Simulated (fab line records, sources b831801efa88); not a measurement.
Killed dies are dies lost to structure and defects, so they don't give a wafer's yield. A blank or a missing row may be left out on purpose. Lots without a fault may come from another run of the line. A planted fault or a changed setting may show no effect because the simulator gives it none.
Chamber matching | flow sky130 | SKY_POLY_CUT_ETCH_10 on rie_diel-03: 4 sister chambers
The step etches BARC in N2/H2, stops on SiO2, time 45.9 s, target depth 60 nm. 4 wafers are shown with their chamber, then 9 later ones without.

WAFERS WITH THEIR CHAMBER
wafer  | chamber | drypump_motor_current_A (A)
L078.2 | 1       | 5.0
L080.3 | 3       | 5.2
L081.3 | 0       | 5.1
L081.5 | 2       | 5.7

WAFERS WITHOUT THEIR CHAMBER
wafer  | drypump_motor_current_A (A)
L091.4 | 5.0
L091.5 | 5.3
L091.6 | 5.7
L095.1 | 5.0
L095.2 | 5.3
L095.5 | 5.7
L097.3 | 5.3
L097.4 | 5.3
L097.5 | 5.1

WHICH CHAMBER EACH WENT THROUGH
wafer  | from the rows above          | in truth
L091.4 | can't be placed: 1 or 0      | 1
L091.5 | can't be placed: 3 or 0      | 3
L091.6 | 2                            | 2
L095.1 | can't be placed: 1 or 0      | 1
L095.2 | can't be placed: 3 or 0      | 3
L095.5 | 2                            | 2
L097.3 | can't be placed: 3 or 0      | 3
L097.4 | can't be placed: 3 or 0      | 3
L097.5 | can't be placed: 0 or 1 or 3 | 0
Placed correctly: 2 of 9. Can't be placed from these rows: 7 (the true chamber is among the candidates in 7). Placed wrongly: 0.
How it was worked out, from the rows above alone: a wafer's distance from a chamber is the root of the sum, over the readings, of the square of ((its reading less the chamber's mean) divided by the reading's scatter). The wafer belongs to the nearest chamber; if the next one is less than 2 further off, it can't be placed. A chamber's mean is the mean of its shown wafers. The scatter: with one shown wafer a chamber, the root of the mean of the squares of how far each hidden wafer lies from its nearest shown one.
